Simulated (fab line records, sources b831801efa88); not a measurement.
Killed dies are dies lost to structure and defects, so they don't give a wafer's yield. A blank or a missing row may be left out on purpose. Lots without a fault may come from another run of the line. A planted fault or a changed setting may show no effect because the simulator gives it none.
Which tool did it? | flow gf180mcu | 11 lots, 33 wafers sampled, at 6 steps of a route of 602

WHAT THE GAUGES READ, wafer by wafer
GF_M2_RS_MEAS_05: measures by four-point-probe.
lot  | measured     | on            | M2_ALCU_RS (ohm/sq)
L976 | day 20 13:33 | film_metro-02 | 0.0703 0.0706 0.0710
L977 | day 20 22:59 | film_metro-01 | 0.0694 0.0700 0.0700
L978 | day 21 09:47 | film_metro-01 | 0.0696 0.0695 0.0691
L979 | day 21 21:44 | film_metro-01 | 0.0694 0.0688 0.0694
L980 | day 22 05:43 | film_metro-01 | 0.0691 0.0685 0.0687
L983 | day 23 01:55 | film_metro-02 | 0.0693 0.0694 0.0697
L984 | day 23 03:41 | film_metro-03 | 0.0680 0.0679 0.0674
L990 | day 25 10:52 | film_metro-03 | 0.0622 0.0704 0.0703
L991 | day 25 20:08 | film_metro-02 | 0.0692 0.0605 0.0694
L992 | day 25 23:47 | film_metro-02 | 0.0694 0.0689 0.0689
L993 | day 26 02:17 | film_metro-03 | 0.0696 0.0692 0.0691

GF_M2_THK_MEAS_06: measures by xrf.
lot  | measured     | on            | M2_ALCU_THK (nm)
L976 | day 20 13:40 | film_metro-02 | 449 446 443
L977 | day 20 23:07 | film_metro-01 | 456 452 456
L978 | day 21 09:55 | film_metro-01 | 448 455 453
L979 | day 21 21:50 | film_metro-01 | 456 459 455
L980 | day 22 05:50 | film_metro-01 | 454 462 459
L983 | day 23 02:02 | film_metro-02 | 457 455 450
L984 | day 23 03:49 | film_metro-03 | 470 465 472
L990 | day 25 10:59 | film_metro-03 | 509 449 452
L991 | day 25 20:15 | film_metro-02 | 455 522 453
L992 | day 25 23:54 | film_metro-02 | 455 458 459
L993 | day 26 02:23 | film_metro-03 | 459 460 463

GF_V3_OVL_MEAS_15.
lot  | measured     | on         | V3_OVL (nm)
L976 | day 24 14:22 | overlay-02 | -4 13 -3
L977 | day 24 23:35 | overlay-01 | -10 -9 -13
L978 | day 25 08:32 | overlay-01 | 2 -4 7
L979 | day 25 21:28 | overlay-01 | -5 -1 8
L980 | day 26 03:25 | overlay-02 | 5 -6 -4
L983 | day 26 20:44 | overlay-01 | -1 -6 -8
L984 | day 26 23:38 | overlay-01 | -1 -7 -2
L990 | day 29 00:26 | overlay-02 | 2 -5 0
L991 | day 29 07:44 | overlay-01 | -2 2 4
L992 | day 29 11:11 | overlay-02 | -1 4 -6
L993 | day 29 13:48 | overlay-02 | 2 1 -2

GF_V4_BOW_MEAS_05.
lot  | measured     | on            | V4_BOW (um)
L976 | day 25 15:02 | film_metro-01 | 142 150 134
L977 | day 25 23:07 | film_metro-04 | 117 122 125
L978 | day 26 07:50 | film_metro-04 | 136 126 133
L979 | day 26 21:37 | film_metro-03 | 134 133 135
L980 | day 27 02:55 | film_metro-03 | 130 132 122
L983 | day 27 20:26 | film_metro-03 | 128 141 135
L984 | day 27 22:30 | film_metro-04 | 129 127 140
L990 | day 29 22:07 | film_metro-04 | 124 116 120
L991 | day 30 05:00 | film_metro-01 | 130 135 125
L992 | day 30 08:58 | film_metro-04 | 120 132 120
L993 | day 30 11:28 | film_metro-04 | 133 147 127

WHICH TOOL RAN EACH LOT (tool, then ch and the chambers of the sampled wafers, then the start)
lot  | GF_M2_SPUTTER_02             | GF_V2_STRIP_18
L976 | pvd_sputter-01, day 20 13:28 | plasma_asher-03 ch 0,1, day 22 14:01
L977 | pvd_sputter-04, day 20 22:54 | plasma_asher-01 ch 0,1, day 22 23:59
L978 | pvd_sputter-01, day 21 09:42 | plasma_asher-03 ch 0,1, day 23 09:31
L979 | pvd_sputter-02, day 21 21:36 | plasma_asher-04 ch 0,1, day 23 22:03
L980 | pvd_sputter-04, day 22 05:38 | plasma_asher-01 ch 0,1, day 24 05:18
L983 | pvd_sputter-01, day 23 01:49 | plasma_asher-04 ch 0,1, day 25 00:38
L984 | pvd_sputter-04, day 23 03:36 | plasma_asher-04 ch 0,1, day 25 03:00
L990 | pvd_sputter-01, day 25 10:46 | plasma_asher-03 ch 0,1, day 27 05:38
L991 | pvd_sputter-01, day 25 20:02 | plasma_asher-03 ch 0,1, day 27 13:59
L992 | pvd_sputter-04, day 25 23:41 | plasma_asher-01 ch 0,1, day 27 18:15
L993 | pvd_sputter-02, day 26 02:08 | plasma_asher-03 ch 0,1, day 27 20:15
- GF_M2_SPUTTER_02: material AlCu, target thk 450 nm, time 23.9 s.
- GF_V2_STRIP_18: strips in O2/N2.

WHAT THE TOOLS THEMSELVES READ (means of the sampled wafers that have a number; where no wafer has one, the mark that the record gives instead)
GF_M2_SPUTTER_02.
lot  | tool           | cathode_dc_power_W (W) | throttle_valve_pct (%)
L976 | pvd_sputter-01 | 10599                  | 29.6
L977 | pvd_sputter-04 | 10600                  | 29.9
L978 | pvd_sputter-01 | 10601                  | 29.0
L979 | pvd_sputter-02 | 10602                  | 29.6
L980 | pvd_sputter-04 | 10600                  | 29.7
L983 | pvd_sputter-01 | 10599                  | 29.1
L984 | pvd_sputter-04 | 10600                  | 29.8
L990 | pvd_sputter-01 | 11118                  | 28.7
L991 | pvd_sputter-01 | 11118                  | 28.6
L992 | pvd_sputter-04 | 10599                  | 29.9
L993 | pvd_sputter-02 | 10599                  | 28.8

GF_V2_STRIP_18.
lot  | tool            | drypump_motor_current_A (A) | heater_power_w (W) | o2_flow_sccm (sccm) | oes_product_au (a.u.)
L976 | plasma_asher-03 | 5.4                         | 352                | 2989                | 0.596
L977 | plasma_asher-01 | 5.4                         | 297                | 2992                | 0.596
L978 | plasma_asher-03 | 5.4                         | 351                | 2999                | 0.593
L979 | plasma_asher-04 | 6.0                         | 353                | 2996                | 0.595
L980 | plasma_asher-01 | 5.4                         | 290                | 2998                | 0.593
L983 | plasma_asher-04 | 6.0                         | 355                | 3001                | 0.597
L984 | plasma_asher-04 | 6.0                         | 355                | 3011                | 0.593
L990 | plasma_asher-03 | 5.3                         | 334                | 3007                | 0.594
L991 | plasma_asher-03 | 5.4                         | 350                | 2992                | 0.601
L992 | plasma_asher-01 | 5.4                         | 287                | 3004                | 0.594
L993 | plasma_asher-03 | 5.4                         | 334                | 3001                | 0.590

THE ANSWER, worked out from the rows above alone
Rule: what is usual is taken from the lots themselves. Put in order of their means at a reading, lots are off if they are a third of the lots or fewer, leave a main group of 4 or more, and stand apart from it by a gap of 3 or more times the standard deviation of the main group's means; of several such gaps the widest counts. A main group whose means are all the same, to the digits that the tables above print for the reading, isn't used. A lot without any number at a reading at which 4 lots or more have one is off too. The other lots that the step has rows for count as sound. The gauges are gone through in route order, then the tools' own readings, and for those a lot's mean is taken as printed above. The first step at which some lot is off is used, and at that step the reading that is off furthest; a lot without a number counts as furthest.
Off: L990, L991, at GF_M2_SPUTTER_02 (cathode_dc_power_W). The main group: mean 10600 W, standard deviation 0.99.
A tool fits if, at that step or a process step before it, it ran every lot that is off, and no sound lot after the first of them. One fits: pvd_sputter-01 at GF_M2_SPUTTER_02. Its last sound lot is L983 (day 23 01:49), its first lot that is off L990 (day 25 10:46): a fault that began between those two fits.
The tool's own readings at GF_M2_SPUTTER_02 bear it out: on the lots that are off they differ by more than 5 times the standard deviation of the sound lots' means. cathode_dc_power_W reads 11118 W there against 10600 W on the sound lots.

WHAT THE SIMULATOR HAD PUT IN
Process parameter drift: pvd_sputter-01, from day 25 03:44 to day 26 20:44, at GF_M2_SPUTTER_02. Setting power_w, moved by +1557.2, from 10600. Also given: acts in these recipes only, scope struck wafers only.
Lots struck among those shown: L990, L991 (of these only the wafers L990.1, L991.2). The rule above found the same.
